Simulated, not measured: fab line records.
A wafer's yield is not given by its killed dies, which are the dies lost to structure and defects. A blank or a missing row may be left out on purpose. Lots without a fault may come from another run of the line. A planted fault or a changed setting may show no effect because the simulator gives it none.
Shared-tool check | flow gf180mcu | Sampled: 12 lots, 36 wafers

== WHY THIS WAS OPENED ==
GF_HV_LDD_TW_MEAS_23, reading HV_LDD_2_TW: flagged on 1 of 12 lots. Wafers without a fault read 1057, standard deviation 12.
Rule: flag the lot when none of its wafers has a number, or when each of its wafers that has one lies beyond 4 standard deviations from that mean. As for the other lots, they are considered sound.

lot  | measured     | on           | HV_LDD_2_TW, wafer by wafer | flag
L421 | day 11 00:22 | filmMetro-01 | 1062 1065 1063              | 
L424 | day 12 06:47 | filmMetro-02 | 1043 1047 1041              | 
L426 | day 12 15:41 | filmMetro-02 | 1044 1046 1044              | 
L429 | day 13 14:49 | filmMetro-02 | 1040 1043 1044              | 
L430 | day 14 00:06 | filmMetro-04 | 1072 1073 1071              | 
L431 | day 14 05:49 | filmMetro-02 | 1050 1041 1044              | 
L432 | day 14 12:46 | filmMetro-02 | 1046 1041 1046              | 
L433 | day 14 19:35 | filmMetro-01 | 30 30 30                    | FLAGGED
L439 | day 16 14:20 | filmMetro-04 | 1071 1073 1076              | 
L440 | day 17 00:44 | filmMetro-01 | 1067 1063 1063              | 
L442 | day 17 15:09 | filmMetro-02 | 1048 1046 1042              | 
L443 | day 18 03:19 | filmMetro-02 | 1042 1045 1039              | 
Average over the flagged lots: 30; offset from the usual -1027, equal to -86 standard deviations.

== EACH LOT AND THE TOOL IT RAN ON ==
The record holds 2 process steps before the reading, out of a route of 602 steps. Each cell gives the tool, then ch followed by the chambers the sampled wafers passed through, then the start.
lot  | flag    | GF_POLY_GATE_STRIP_14               | GF_HV_LDD_EXPOSE_16
L421 |         | plasmaAsher-04 ch 0,1, day 9 11:55  | ilineStepper-02 ch 0, day 10 15:43
L424 |         | plasmaAsher-04 ch 0,1, day 10 07:28 | ilineStepper-02 ch 0, day 11 20:50
L426 |         | plasmaAsher-04 ch 1, day 10 22:29   | ilineStepper-02 ch 0, day 12 05:26
L429 |         | plasmaAsher-04 ch 0,1, day 11 21:11 | ilineStepper-02 ch 0, day 13 04:28
L430 |         | plasmaAsher-02 ch 0,1, day 12 05:43 | ilineStepper-01 ch 0, day 13 13:40
L431 |         | plasmaAsher-04 ch 0,1, day 12 10:38 | ilineStepper-01 ch 0, day 13 18:44
L432 |         | plasmaAsher-01 ch 1, day 12 16:49   | ilineStepper-01 ch 0, day 14 02:38
L433 | FLAGGED | plasmaAsher-04 ch 0,1, day 12 23:32 | ilineStepper-02 ch 0, day 14 09:05
L439 |         | plasmaAsher-01 ch 0,1, day 14 17:10 | ilineStepper-02 ch 0, day 16 03:10
L440 |         | plasmaAsher-04 ch 0,1, day 15 02:23 | ilineStepper-02 ch 0, day 16 13:20
L442 |         | plasmaAsher-04 ch 0,1, day 15 15:10 | ilineStepper-01 ch 0, day 17 03:39
L443 |         | plasmaAsher-04 ch 0,1, day 16 03:46 | ilineStepper-01 ch 0, day 17 15:46
What the steps here do:
- GF_POLY_GATE_STRIP_14: strips in O2/N2.
- GF_HV_LDD_EXPOSE_16: exposes mask Pplus LV AREA, target cd 400 nm.
- GF_HV_LDD_TW_MEAS_23

== FLAGGED AGAINST TOTAL, ONE TOOL AT A TIME (gauges that did the reading follow at the end) ==
step                  | tool            | lots run | flagged | share of the flagged lots | sound lots run after its first flagged lot
GF_POLY_GATE_STRIP_14 | plasmaAsher-01  | 2        | 0       | none                      | -
GF_POLY_GATE_STRIP_14 | plasmaAsher-02  | 1        | 0       | none                      | -
GF_POLY_GATE_STRIP_14 | plasmaAsher-04  | 9        | 1       | all                       | 3 (L440,L442,L443)
GF_HV_LDD_EXPOSE_16   | ilineStepper-01 | 5        | 0       | none                      | -
GF_HV_LDD_EXPOSE_16   | ilineStepper-02 | 7        | 1       | all                       | 2 (L439,L440)
GF_HV_LDD_TW_MEAS_23  | filmMetro-01    | 3        | 1       | all                       | 1 (L440)
GF_HV_LDD_TW_MEAS_23  | filmMetro-02    | 7        | 0       | none                      | -
GF_HV_LDD_TW_MEAS_23  | filmMetro-04    | 2        | 0       | none                      | -

== WHAT THE TABLE ALLOWS ==
All flagged lots were run by 3 table rows, namely plasmaAsher-04 at GF_POLY_GATE_STRIP_14, ilineStepper-02 at GF_HV_LDD_EXPOSE_16, filmMetro-01 at GF_HV_LDD_TW_MEAS_23.
- plasmaAsher-04 at GF_POLY_GATE_STRIP_14 ran 9 lots, 1 of them flagged. Sound lots ran on it after the first flagged one (L440, L442, L443), which a lasting fault on the whole tool wouldn't allow.
- ilineStepper-02 at GF_HV_LDD_EXPOSE_16 ran 7 lots, 1 of them flagged. Sound lots ran on it after the first flagged one (L439, L440), which a lasting fault on the whole tool wouldn't allow.
- filmMetro-01 at GF_HV_LDD_TW_MEAS_23 ran 3 lots, 1 of them flagged. Sound lots ran on it after the first flagged one (L440), which a lasting fault on the whole tool wouldn't allow.
Every row of the table either missed a flagged lot or ran a sound lot after the first.

== WHAT WAS PUT IN BY THE SIMULATOR ==
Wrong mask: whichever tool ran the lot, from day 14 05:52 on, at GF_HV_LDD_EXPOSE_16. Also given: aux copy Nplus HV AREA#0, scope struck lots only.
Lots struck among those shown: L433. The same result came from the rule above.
